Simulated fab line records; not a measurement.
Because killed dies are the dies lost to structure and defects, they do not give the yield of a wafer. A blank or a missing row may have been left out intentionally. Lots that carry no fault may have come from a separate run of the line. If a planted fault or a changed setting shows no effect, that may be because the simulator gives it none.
fab line records | flow sky130
record: lots: 24 wafers: 72 lastDay: 50
route steps=708 shown METAL2@502 METAL3@535 VIA4@640 PASSIVATION@683 PAD_OPEN@694
lots untouched by any fault: they come from a run of this same line in which no faults occurred
startH: the number of hours between the record's first day and the start of the first shown wafer of the lot | waitH: how many hours have passed since the lot's step before this one | " identical to the entry in the row above | L1.1+2: several wafers, shown together as one row | - either no value or no given start | * or withheld: withheld | < > ~ a bound
route shown NAME@n: a module of which the file shows steps, and the number in the route of the first | usual: average and standard deviation across the fault-free wafers | same: alike in all rows | chamber/n: place in a boat | sites: the reading at each site | _std_site: standard deviation of those values | _edge_site: outer sites' mean less inner sites' | radiusMm: for every site, how far away it sits from the centre of the wafer | mask NAME#n: copy n | behind: the last tool/chamber to shape the wafer | hold: why the lot was held/for how many hours/how that ended | device: the transistor (n, p or np) that didn't switch | end of line: at the end of the route, the tests of the same wafers | where a step has no rows: the recipe by itself | killed: count of dies lost to structure and defects at first sort (not the wafer's yield) | map: the dies of a wafer, with x for killed, . for not killed, _ for no die there
set.NAME: setting as actually run; set.NAME@STEP: the setting as run at that earlier step | model.NAME: the simulator's own value behind a step, which no gauge read
route steps across a sampled set of lots; one table per step, one row per wafer
services: when a tool's chamber went out of use (startH, in hours from the record's first day, below 0 if earlier), for how many hours, and the reason
== steps ==
step: SKY_METAL2_METAL_ETCH_19
recipe: targetDepthA: 3600 stopOn: SiO2 overEtchFrac: 0.3 timeS: 78 chemistry: Cl2/BCl3 resistSidewallDeg: 88 pressureMtorr: 10 icpW: 900 biasW: 48.5 Cl2_flow_sccm: 60 bcl3FlowSccm: 30
usual: bcl3FlowSccm: 30.02/0.088 chamberPressureMTorr: 10.001/0.011 drypumpMotorCurrentA: 5.90/0.29 oesProductAu: 0.852/0.0051 throttleValvePct: 22.264/0.0092
columns lot.wafer tool chamber startH waitH bcl3FlowSccm chamberPressureMTorr drypumpMotorCurrentA oesProductAu rfHoursCounterH throttleValvePct
L075.3 rieMetal-03 1 859.09 0.1 30.15 9.996 5.75 0.855 - 22.277
L075.5 " 1 " " 30.03 10.021 5.75 0.853 - 22.246
L075.6 " 0 " " 30.00 9.995 5.53 0.861 - 22.269
L078.1 rieMetal-04 0 860.59 0.0 30.17 10.003 5.70 0.849 1 22.269
L078.3 " 1 " " 29.97 9.989 6.00 0.859 - 22.266
L078.4 " 0 " " 30.11 9.998 5.71 0.850 - 22.276
L076.1 rieMetal-04 0 865.65 0.0 30.05 9.999 5.72 0.855 1 22.263
L076.4 " 0 " " 30.01 9.992 5.69 0.850 - 22.257
L076.5 " 1 " " 30.01 10.003 6.07 0.846 - 22.256
L074.1 rieMetal-03 1 866.30 0.0 29.85 9.997 5.73 0.848 12 22.256
L074.3 " 0 " " 29.95 10.007 5.54 0.853 - 22.250
L074.5 " 1 " " 29.89 9.995 5.74 0.856 - 22.270
L077.1 rieMetal-04 0 868.69 0.0 29.92 9.994 5.70 0.847 1 22.261
L077.2 " 1 " " 29.96 9.987 6.02 0.849 9 22.276
L077.4 " 0 " " 29.89 10.005 5.70 0.848 - 22.294
L080.3 rieMetal-04 1 875.67 0.1 30.10 10.011 6.01 0.846 - 22.255
L080.5 " 1 " " 30.11 10.005 6.01 0.849 - 22.250
L080.6 " 0 " " 30.18 10.008 5.71 0.859 - 22.262
L079.4 rieMetal-03 1 878.73 0.1 30.05 10.000 5.71 0.854 - 22.279
L079.5 " 0 " " 29.94 10.004 5.55 0.851 - 22.263
L079.6 " 1 " " 30.14 9.993 5.74 0.843 - 22.257
L081.4 rieMetal-04 0 882.18 0.1 29.98 9.990 5.71 0.857 - 22.264
L081.5 " 1 " " 29.94 9.988 6.05 0.852 - 22.266
L081.6 " 0 " " 30.05 9.999 5.70 0.857 - 22.266
L082.3 rieMetal-01 1 890.92 0.1 30.03 9.998 6.23 0.860 - 22.260
L082.4 " 0 " " 29.96 9.992 6.39 0.847 - 22.271
L082.5 " 0 " " 29.96 10.024 6.37 0.845 - 22.267
L083.3 rieMetal-04 1 900.03 0.1 30.14 9.986 6.04 0.851 - 22.270
L083.5 " 1 " " 30.12 9.995 6.03 0.859 - 22.288
L083.6 " 0 " " 30.07 9.992 5.72 0.847 - 22.265
L084.1 rieMetal-04 1 906.75 0.0 29.86 10.004 6.00 0.843 11 22.272
L084.2 " 0 " " 30.27 10.009 5.72 0.851 3 22.274
L084.4 " 0 " " 30.14 10.001 5.71 0.853 - 22.262
L085.1 rieMetal-04 1 910.04 0.0 30.05 10.001 6.05 0.854 11 22.277
L085.3 " 0 " " 30.11 9.974 5.69 0.857 - 22.270
L085.5 " 1 " " 30.16 10.001 6.05 0.854 - 22.264
L086.1 rieMetal-01 1 919.65 0.0 29.97 10.005 6.24 0.844 8 22.266
L086.3 " 0 " " 30.14 10.082 6.39 0.850 - 22.285
L086.5 " 1 " " 30.05 9.994 6.28 0.848 - 22.276
L087.3 rieMetal-01 1 923.68 0.1 30.00 10.006 6.24 0.855 - 22.270
L087.4 " 0 " " 29.94 10.000 6.43 0.856 - 22.263
L087.6 " 1 " " 30.09 10.014 6.24 0.850 - 22.274
L088.2 rieMetal-03 1 927.85 0.0 30.05 9.997 5.77 0.854 15 22.261
L088.3 " 0 " " 29.92 10.009 5.50 0.850 - 22.267
L088.6 " 1 " " 29.99 9.983 5.76 0.844 - 22.259
L089.1 rieMetal-03 0 936.95 0.0 29.86 10.009 5.53 0.857 8 22.271
L089.2 " 1 " " 30.02 10.008 5.73 0.852 15 22.271
L089.3 " 0 " " 29.84 10.002 5.52 0.848 - 22.257
L090.1 rieMetal-03 1 949.75 0.0 29.92 10.005 5.74 0.851 16 22.261
L090.2 " 0 " " 30.11 9.994 5.52 0.866 8 22.264
L090.6 " 0 " " 30.12 10.001 5.55 0.850 - 22.261
L091.1 rieMetal-01 1 950.80 0.0 30.01 9.999 6.22 0.857 10 22.253
L091.3 " 1 " " 29.94 10.021 6.24 0.857 - 22.257
L091.4 " 0 " " 30.04 10.014 6.41 0.849 - 22.267
L092.1 rieMetal-03 0 957.29 0.0 30.14 10.023 5.51 0.850 9 22.267
L092.4 " 0 " " 30.22 9.992 5.52 0.856 - 22.273
L092.6 " 1 " " 30.09 9.992 5.74 0.850 - 22.262
L093.1 rieMetal-01 1 963.50 0.0 30.03 9.991 6.26 0.853 11 22.260
L093.2 " 0 " " 30.02 10.004 6.40 0.861 4 22.291
L093.4 " 0 " " 29.95 9.988 6.38 0.857 - 22.263
L094.2 rieMetal-04 1 976.14 0.0 29.96 9.991 6.02 0.849 14 22.250
L094.3 " 1 " " 30.06 10.017 6.01 0.849 - 22.273
L094.4 " 0 " " 30.07 9.996 5.72 0.855 - 22.270
L095.4 rieMetal-01 0 982.12 0.1 29.97 10.017 6.39 0.851 - 22.254
L095.5 " 1 " " 29.92 10.010 6.25 0.858 - 22.266
L095.6 " 0 " " 30.00 9.991 6.39 0.850 - 22.256
L096.1 rieMetal-03 1 984.00 0.0 29.96 10.011 5.74 0.845 17 22.255
L096.3 " 1 " " 29.95 10.003 5.75 0.855 - 22.260
L096.4 " 0 " " 30.13 9.988 5.54 0.857 - 22.246
L097.2 rieMetal-04 1 990.71 0.0 30.13 10.002 6.05 0.849 15 22.272
L097.3 " 0 " " 30.04 10.007 5.71 0.846 - 22.253
L097.6 " 0 " " 29.95 10.011 5.71 0.863 - 22.254
step: SKY_METAL2_STRIP_20
recipe: chemistry: O2/N2 powerW: 1400 pressureMtorr: 1500 platenTempC: withheld o2FlowSccm: 3000 n2FlowSccm: 300 overashFraction: 0.5
usual: chamberPressureMTorr: 1500.0/1.3 drypumpMotorCurrentA: 6.1/0.49 oesProductAu: 0.344/0.0051 stripTimeToEndpointS: 2.73/0.035
columns lot.wafer tool chamber startH waitH chamberPressureMTorr drypumpMotorCurrentA oesProductAu rfHoursCounterH stripTimeToEndpointS
L075.3 plasmaAsher-04 0 859.18 0.1 1499.0 6.3 0.346 - 2.78
L075.5 " 0 " " 1497.9 6.3 0.353 - 2.78
L075.6 " 1 " " 1499.0 6.8 0.341 - 2.68
L078.1 plasmaAsher-04 1 860.68 0.1 1502.4 6.8 0.341 12 2.72
L078.3 " 1 " " 1500.1 6.8 0.344 - 2.74
L078.4 " 0 " " 1500.1 6.3 0.341 - 2.76
L076.1 plasmaAsher-01 0 865.74 0.1 1502.3 5.7 0.340 41 2.69
L076.4 " 1 " " 1500.0 6.3 0.339 - 2.69
L076.5 " 0 " " 1500.5 5.7 0.337 - 2.71
L074.1 plasmaAsher-04 1 866.39 0.1 1503.4 6.8 0.352 13 2.82
L074.3 " 1 " " 1500.8 6.8 0.344 - 2.73
L074.5 " 1 " " 1501.9 6.8 0.343 - 2.81
L077.1 plasmaAsher-04 1 868.78 0.1 1499.3 6.8 0.348 13 2.73
L077.2 " 0 " " 1501.0 6.3 0.341 13 2.72
L077.4 " 0 " " 1497.6 6.3 0.353 - 2.73
L080.3 plasmaAsher-04 0 875.76 0.1 1500.3 6.3 0.342 - 2.72
L080.5 " 1 " " 1500.2 6.8 0.340 - 2.75
L080.6 " 0 " " 1499.6 6.3 0.334 - 2.74
L079.4 plasmaAsher-04 1 878.82 0.1 1499.9 6.8 0.338 - 2.73
L079.5 " 0 " " 1502.2 6.3 0.338 - 2.69
L079.6 " 1 " " 1497.2 6.8 0.354 - 2.78
L081.4 plasmaAsher-04 0 882.27 0.1 1499.9 6.3 0.343 - 2.78
L081.5 " 1 " " 1499.4 6.8 0.347 - 2.76
L081.6 " 0 " " 1502.2 6.3 0.347 - 2.74
L082.3 plasmaAsher-01 0 891.01 0.1 1499.3 5.7 0.339 - 2.67
L082.4 " 1 " " 1499.1 6.3 0.346 - 2.69
L082.5 " 0 " " 1501.1 5.7 0.346 - 2.71
L083.3 plasmaAsher-04 1 900.12 0.1 1501.5 6.8 0.344 - 2.74
L083.5 " 1 " " 1499.0 6.8 0.356 - 2.75
L083.6 " 0 " " 1500.3 6.3 0.344 - 2.75
L084.1 plasmaAsher-04 1 906.84 0.1 1499.4 6.8 0.346 17 2.76
L084.2 " 0 " " 1502.4 6.3 0.348 17 2.77
L084.4 " 0 " " 1500.5 6.3 0.348 - 2.76
L085.1 plasmaAsher-04 0 910.13 0.1 1500.5 6.3 0.344 17 2.74
L085.3 " 0 " " 1501.5 6.3 0.338 - 2.72
L085.5 " 1 " " 1498.2 6.8 0.345 - 2.75
L086.1 plasmaAsher-04 1 919.74 0.1 1498.6 6.8 0.349 18 2.66
L086.3 " 0 " " 1500.7 6.3 0.341 - 2.73
L086.5 " 1 " " 1498.2 6.8 0.342 - 2.70
L087.3 plasmaAsher-01 1 923.77 0.1 1499.3 6.3 0.339 - 2.70
L087.4 " 0 " " 1501.5 5.7 0.341 - 2.75
L087.6 " 1 " " 1501.7 6.3 0.343 - 2.70
L088.2 plasmaAsher-01 1 927.94 0.1 1499.6 6.3 0.350 48 2.78
L088.3 " 1 " " 1501.4 6.2 0.348 - 2.69
L088.6 " 1 " " 1500.8 6.3 0.346 - 2.75
L089.1 plasmaAsher-04 0 937.04 0.1 1498.8 6.3 0.350 20 2.71
L089.2 " 1 " " 1499.9 6.8 0.344 20 2.79
L089.3 " 0 " " 1498.9 6.3 0.340 - 2.69
L090.1 plasmaAsher-03 0 949.84 0.1 1499.8 5.5 0.345 112 2.72
L090.2 " 1 " " 1500.9 5.6 0.334 112 2.67
L090.6 " 1 " " 1499.4 5.6 0.344 - 2.66
L091.1 plasmaAsher-01 1 950.89 0.1 1503.1 6.3 0.335 51 2.70
L091.3 " 0 " " 1498.4 5.7 0.341 - 2.72
L091.4 " 1 " " 1500.8 6.3 0.339 - 2.75
L092.1 plasmaAsher-03 1 957.38 0.1 1498.6 5.6 0.346 113 2.70
L092.4 " 1 " " 1498.7 5.5 0.338 - 2.71
L092.6 " 0 " " 1501.2 5.4 0.348 - 2.75
L093.1 plasmaAsher-01 0 963.59 0.1 1501.7 5.7 0.338 52 2.74
L093.2 " 1 " " 1500.8 6.3 0.354 52 2.76
L093.4 " 0 " " 1501.0 5.7 0.351 - 2.80
L094.2 plasmaAsher-03 0 976.23 0.1 1499.5 5.5 0.345 115 2.75
L094.3 " 1 " " 1501.6 5.6 0.350 - 2.77
L094.4 " 0 " " 1499.4 5.5 0.345 - 2.73
L095.4 plasmaAsher-03 1 982.22 0.1 1498.2 5.6 0.343 - 2.76
L095.5 " 1 " " 1500.8 5.6 0.349 - 2.70
L095.6 " 0 " " 1500.0 5.5 0.341 - 2.76
L096.1 plasmaAsher-03 1 984.09 0.1 1500.2 5.6 0.341 116 2.78
L096.3 " 1 " " 1502.9 5.6 0.343 - 2.74
L096.4 " 0 " " 1501.0 5.5 0.340 - 2.68
L097.2 plasmaAsher-03 0 990.80 0.1 1499.8 5.5 0.335 116 2.73
L097.3 " 0 " " 1501.8 5.5 0.350 - 2.71
L097.6 " 0 " " 1497.8 5.4 0.354 - 2.75
step: SKY_METAL3_SPUTTER_03
recipe: material: Ti targetThkNm: 5 powerW: 3000 timeS: 3.3 chamberPressurePa: 0.4
usual: throttleValvePct: 30.2/1.1
columns lot.wafer tool chamber startH waitH throttleValvePct
L075.3 pvdSputter-01 - 886.80 0.0 30.8
L075.5 " - " " 29.8
L075.6 " - " " 30.7
L078.1 pvdSputter-01 - 888.71 0.0 29.8
L078.3 " - " " 31.6
L078.4 " - " " 30.3
L076.1 pvdSputter-02 - 893.47 0.0 29.4
L076.4 " - " " 31.2
L076.5 " - " " 29.1
L074.1 pvdSputter-01 - 894.44 0.0 30.7
L074.3 " - " " 31.6
L074.5 " - " " 30.4
L077.1 pvdSputter-04 - 897.05 0.0 28.5
L077.2 " - " " 31.7
L077.4 " - " " 30.7
L080.3 pvdSputter-02 - 903.39 0.0 30.5
L080.5 " - " " 29.2
L080.6 " - " " 30.6
L079.4 pvdSputter-02 - 906.63 0.0 29.3
L079.5 " - " " 29.4
L079.6 " - " " 29.3
L081.4 pvdSputter-01 - 909.60 0.0 31.0
L081.5 " - " " 31.9
L081.6 " - " " 29.8
L082.3 pvdSputter-04 - 918.70 0.0 28.6
L082.4 " - " " 28.5
L082.5 " - " " 28.3
L083.3 pvdSputter-04 - 927.45 0.0 31.7
L083.5 " - " " 30.8
L083.6 " - " " 28.5
L084.1 pvdSputter-01 - 933.55 0.0 31.9
L084.2 " - " " 30.6
L084.4 " - " " 30.8
L085.1 pvdSputter-02 - 937.66 0.0 29.3
L085.3 " - " " 29.1
L085.5 " - " " 29.2
L086.1 pvdSputter-02 - 947.21 0.0 30.6
L086.3 " - " " 31.7
L086.5 " - " " 29.4
L087.3 pvdSputter-04 - 950.80 0.0 28.6
L087.4 " - " " 30.7
L087.6 " - " " 31.0
L088.2 pvdSputter-04 - 954.85 0.0 28.4
L088.3 " - " " 28.7
L088.6 " - " " 31.7
L089.1 pvdSputter-04 - 963.99 0.0 30.8
L089.2 " - " " 28.6
L089.3 " - " " 32.0
L090.1 pvdSputter-01 - 977.70 0.0 29.5
L090.2 " - " " 30.3
L090.6 " - " " 30.9
L091.1 pvdSputter-04 - 978.66 0.0 28.9
L091.3 " - " " 28.5
L091.4 " - " " 30.8
L092.1 pvdSputter-01 - 985.06 0.0 29.5
L092.4 " - " " 31.7
L092.6 " - " " 31.9
L093.1 pvdSputter-01 - 990.16 0.0 31.0
L093.2 " - " " 30.6
L093.4 " - " " 29.9
L094.2 pvdSputter-02 - 1002.66 0.0 29.3
L094.3 " - " " 31.3
L094.4 " - " " 29.2
L095.4 pvdSputter-04 - 1008.21 0.0 28.4
L095.5 " - " " 31.7
L095.6 " - " " 30.9
L096.1 pvdSputter-01 - 1010.20 0.0 29.6
L096.3 " - " " 30.4
L096.4 " - " " 30.9
L097.2 pvdSputter-02 - 1018.57 0.0 29.0
L097.3 " - " " 30.5
L097.6 " - " " 31.2
step: SKY_VIA4_THK_MEAS_01
recipe: reads: SiO2_of_VIA4_HDPCVD_00
usual: VIA4_HDPCVD_THK: 1749/18
columns lot.wafer tool chamber startH waitH VIA4_HDPCVD_THK[nm]
L075.3 filmMetro-03 - 1013.21 0.1 1742
L075.5 " - " " 1739
L075.6 " - " " 1747
L078.1 filmMetro-03 - 1014.75 0.1 1706
L078.3 " - " " 1729
L078.4 " - " " 1724
L076.1 filmMetro-01 - 1020.45 0.1 1774
L076.4 " - " " 1775
L076.5 " - " " 1766
L074.1 filmMetro-03 - 1020.80 0.1 1732
L074.3 " - " " 1729
L074.5 " - " " 1753
L077.1 filmMetro-04 - 1023.70 0.1 1755
L077.2 " - " " 1752
L077.4 " - " " 1774
L080.3 filmMetro-03 - 1026.97 0.1 1748
L080.5 " - " " 1739
L080.6 " - " " 1739
L079.4 filmMetro-01 - 1031.07 0.0 1784
L079.5 " - " " 1753
L079.6 " - " " 1750
L081.4 filmMetro-01 - 1035.05 0.0 1758
L081.5 " - " " 1779
L081.6 " - " " 1765
L082.3 filmMetro-04 - 1041.77 0.1 1786
L082.4 " - " " 1774
L082.5 " - " " 1782
L083.3 filmMetro-04 - 1050.01 0.1 1770
L083.5 " - " " 1742
L083.6 " - " " 1772
L084.1 filmMetro-03 - 1055.70 0.1 1747
L084.2 " - " " 1759
L084.4 " - " " 1730
L085.1 filmMetro-04 - 1058.75 0.1 1757
L085.3 " - " " 1738
L085.5 " - " " 1724
L086.1 filmMetro-03 - 1067.85 0.1 1743
L086.3 " - " " 1761
L086.5 " - " " 1764
L087.3 filmMetro-03 - 1070.16 0.1 1710
L087.4 " - " " 1745
L087.6 " - " " 1721
L088.2 filmMetro-04 - 1074.30 0.2 1735
L088.3 " - " " 1761
L088.6 " - " " 1752
L089.1 filmMetro-04 - 1080.94 0.2 1749
L089.2 " - " " 1760
L089.3 " - " " 1751
L090.1 filmMetro-01 - 1093.74 0.1 1750
L090.2 " - " " 1739
L090.6 " - " " 1750
L091.1 filmMetro-01 - 1095.75 0.1 1719
L091.3 " - " " 1713
L091.4 " - " " 1726
L092.1 filmMetro-03 - 1099.65 0.1 1713
L092.4 " - " " 1744
L092.6 " - " " 1721
L093.1 filmMetro-03 - 1105.55 0.1 1748
L093.2 " - " " 1742
L093.4 " - " " 1738
L094.2 filmMetro-01 - 1116.92 0.1 1734
L094.3 " - " " 1754
L094.4 " - " " 1746
L095.4 filmMetro-04 - 1121.27 0.0 1750
L095.5 " - " " 1752
L095.6 " - " " 1736
L096.1 filmMetro-01 - 1124.33 0.1 1741
L096.3 " - " " 1760
L096.4 " - " " 1740
L097.2 filmMetro-03 - 1132.29 0.1 1757
L097.3 " - " " 1727
L097.6 " - " " 1754
step: SKY_PASSIVATION_CVD_02
recipe: material: Si3N4 targetThkNm: 540 tempC: 400 timeS: withheld rfW: 450
usual: heaterPowerW: 743/120
columns lot.wafer tool chamber startH waitH heaterPowerW
L075.3 pecvd-01 1 1059.82 0.0 736
L075.5 " 0 " " 866
L075.6 " 2 " " 619
L078.1 pecvd-04 0 1061.84 0.1 861
L078.3 " 1 " " 809
L078.4 " 1 " " 858
L076.1 pecvd-04 2 1065.78 0.1 650
L076.4 " 1 " " 770
L076.5 " 2 " " 662
L074.1 pecvd-01 0 1067.20 0.1 749
L074.3 " 2 " " 642
L074.5 " 0 " " 792
L077.1 pecvd-04 0 1070.09 0.1 989
L077.2 " 1 " " 948
L077.4 " 2 " " 536
L080.3 pecvd-02 0 1072.93 0.0 678
L080.5 " 2 " " 532
L080.6 " 0 " " 712
L079.4 pecvd-01 0 1077.04 0.1 850
L079.5 " 2 " " 646
L079.6 " 1 " " 660
L081.4 pecvd-04 2 1085.50 0.1 673
L081.5 " 0 " " 775
L081.6 " 1 " " 930
L082.3 pecvd-01 2 1086.79 0.0 689
L082.4 " 0 " " 835
L082.5 " 2 " " 571
L083.3 pecvd-04 0 1095.68 0.0 856
L083.5 " 2 " " 665
L083.6 " 1 " " 948
L084.1 pecvd-01 1 1100.78 0.1 698
L084.2 " 2 " " 667
L084.4 " 2 " " 691
L085.1 pecvd-01 1 1105.61 0.1 692
L085.3 " 0 " " 874
L085.5 " 2 " " 673
L086.1 pecvd-01 0 1113.79 0.1 797
L086.3 " 2 " " 666
L086.5 " 2 " " 675
L087.3 pecvd-01 0 1116.60 0.0 760
L087.4 " 0 " " 788
L087.6 " 1 " " 688
L088.2 pecvd-04 2 1119.65 0.0 624
L088.3 " 1 " " 902
L088.6 " 2 " " 639
L089.1 pecvd-02 1 1125.55 0.1 814
L089.2 " 0 " " 802
L089.3 " 2 " " 587
L090.1 pecvd-04 2 1138.57 0.1 591
L090.2 " 0 " " 935
L090.6 " 0 " " 969
L091.1 pecvd-04 2 1139.54 0.1 612
L091.3 " 0 " " 943
L091.4 " 1 " " 944
L092.1 pecvd-04 0 1142.28 0.1 823
L092.4 " 1 " " 770
L092.6 " 0 " " 882
L093.1 pecvd-02 2 1147.00 0.1 615
L093.2 " 0 " " 812
L093.4 " 0 " " 651
L094.2 pecvd-01 1 1158.09 0.0 617
L094.3 " 0 " " 829
L094.4 " 2 " " 679
L095.4 pecvd-01 2 1161.55 0.1 616
L095.5 " 1 " " 724
L095.6 " 0 " " 862
L096.1 pecvd-02 2 1163.81 0.1 552
L096.3 " 1 " " 753
L096.4 " 0 " " 738
L097.2 pecvd-01 2 1170.95 0.0 590
L097.3 " 0 " " 819
L097.6 " 0 " " 867
step: SKY_PAD_OPEN_DEHYDRATE_00
recipe: tempC: 200 timeS: 62.33
usual: dehydrateTempC: 199.98/0.15 plateSensorTCentreC: 201.07/0.011 plateSensorTEdgeC: 201.55/0.01
columns lot.wafer tool chamber startH waitH dehydrateTempC plateSensorTCentreC plateSensorTEdgeC
L075.3 lithoTrack-04 0 1092.29 9.9 200.02 201.05 201.55
L075.5 " 0 " " 199.88 201.06 201.56
L075.6 " 0 " " 200.12 201.08 201.54
L078.1 lithoTrack-03 0 1092.80 9.2 200.14 201.08 201.57
L078.3 " 0 " " 200.17 201.07 201.55
L078.4 " 0 " " 200.02 201.08 201.56
L076.1 lithoTrack-02 0 1097.05 9.3 199.87 201.07 201.55
L076.4 " 0 " " 200.18 201.06 201.56
L076.5 " 0 " " 199.84 201.06 201.54
L074.1 lithoTrack-04 0 1097.74 9.0 200.15 201.06 201.56
L074.3 " 0 " " 200.15 201.06 201.58
L074.5 " 0 " " 200.03 201.08 201.56
L077.1 lithoTrack-03 0 1100.95 9.3 199.67 201.08 201.55
L077.2 " 0 " " 199.99 201.08 201.58
L077.4 " 0 " " 199.88 201.05 201.55
L080.3 lithoTrack-04 0 1103.34 9.4 200.03 201.09 201.55
L080.5 " 0 " " 199.92 201.07 201.56
L080.6 " 0 " " 200.19 201.06 201.56
L079.4 lithoTrack-04 0 1109.07 10.8 200.03 201.07 201.56
L079.5 " 0 " " 200.03 201.07 201.56
L079.6 " 0 " " 199.95 201.07 201.56
L081.4 lithoTrack-03 0 1116.42 9.4 199.97 201.08 201.55
L081.5 " 0 " " 199.89 201.08 201.56
L081.6 " 0 " " 199.62 201.06 201.55
L082.3 lithoTrack-04 0 1117.99 9.2 200.13 201.08 201.55
L082.4 " 0 " " 200.20 201.06 201.55
L082.5 " 0 " " 200.22 201.03 201.56
L083.3 lithoTrack-03 0 1126.85 9.3 199.94 201.08 201.54
L083.5 " 0 " " 200.00 201.07 201.56
L083.6 " 0 " " 200.16 201.07 201.55
L084.1 lithoTrack-04 0 1130.89 9.9 199.96 201.06 201.55
L084.2 " 0 " " 200.02 201.07 201.54
L084.4 " 0 " " 199.95 201.07 201.56
L085.1 lithoTrack-02 0 1135.95 9.8 200.12 201.05 201.56
L085.3 " 0 " " 199.98 201.06 201.54
L085.5 " 0 " " 199.96 201.06 201.54
L086.1 lithoTrack-04 0 1142.19 8.1 199.88 201.08 201.55
L086.3 " 0 " " 199.72 201.09 201.56
L086.5 " 0 " " 199.83 201.08 201.56
L087.3 lithoTrack-02 0 1145.90 8.9 200.03 201.05 201.56
L087.4 " 0 " " 200.06 201.1 201.56
L087.6 " 0 " " 199.81 201.09 201.55
L088.2 lithoTrack-03 0 1148.12 8.7 200.17 201.06 201.56
L088.3 " 0 " " 199.80 201.05 201.54
L088.6 " 0 " " 199.95 201.09 201.55
L089.1 lithoTrack-04 0 1153.34 8.8 199.95 201.07 201.55
L089.2 " 0 " " 199.99 201.07 201.55
L089.3 " 0 " " 200.07 201.07 201.55
L090.1 lithoTrack-03 0 1164.20 7.0 199.79 201.06 201.55
L090.2 " 0 " " 199.60 201.07 201.54
L090.6 " 0 " " 199.85 201.07 201.56
L091.1 lithoTrack-03 0 1165.65 7.6 200.05 201.07 201.56
L091.3 " 0 " " 199.80 201.07 201.56
L091.4 " 0 " " 199.77 201.08 201.55
L092.1 lithoTrack-03 0 1168.95 8.4 199.72 201.06 201.56
L092.4 " 0 " " 199.85 201.09 201.55
L092.6 " 0 " " 199.97 201.07 201.56
L093.1 lithoTrack-03 0 1173.20 8.9 199.85 201.05 201.54
L093.2 " 0 " " 200.17 201.07 201.55
L093.4 " 0 " " 199.78 201.06 201.56
L094.2 lithoTrack-03 0 1182.52 6.9 200.02 201.08 201.53
L094.3 " 0 " " 200.27 201.07 201.56
L094.4 " 0 " " 200.23 201.05 201.57
L095.4 lithoTrack-04 0 1186.87 7.7 200.15 201.08 201.55
L095.5 " 0 " " 200.05 201.06 201.57
L095.6 " 0 " " 200.08 201.07 201.56
L096.1 lithoTrack-02 0 1188.20 7.6 200.12 201.05 201.55
L096.3 " 0 " " 200.02 201.07 201.56
L096.4 " 0 " " 199.82 201.06 201.57
L097.2 lithoTrack-02 0 1194.57 7.3 199.88 201.07 201.56
L097.3 " 0 " " 200.10 201.07 201.55
L097.6 " 0 " " 200.04 201.06 201.55
== services ==
columns tool chamber startH hours kind
pvdSputter-01 - 849.05 0.9 repair
pvdSputter-04 - 862.47 0.6 repair
pecvd-01 - 880.72 12.0 repair
rieMetal-01 0 909.07 8.1 repair
pvdSputter-04 - 919.20 0.9 repair
plasmaAsher-03 - 947.43 1.0 repair
plasmaAsher-03 - 958.16 0.4 repair
plasmaAsher-04 - 972.61 2.8 pm
pecvd-04 - 984.32 0.6 repair
rieMetal-04 1 993.70 12.3 repair
pvdSputter-02 - 1008.85 1.6 repair
pecvd-01 - 1014.23 2.3 repair
plasmaAsher-03 - 1019.60 2.8 pm
pecvd-04 - 1035.50 2.8 pm
pvdSputter-01 - 1040.28 6.3 repair
plasmaAsher-03 - 1055.25 9.0 pm
pecvd-01 - 1055.71 1.2 repair
plasmaAsher-01 - 1077.28 6.7 repair
pecvd-02 1 1112.53 1.8 repair
pecvd-04 - 1126.82 1.1 repair
pecvd-01 1 1135.77 7.8 repair
plasmaAsher-01 - 1168.00 2.7 repair
rieMetal-03 - 1186.82 4.3 pm
pvdSputter-01 - 1192.28 8.9 repair
== key ==
fault none
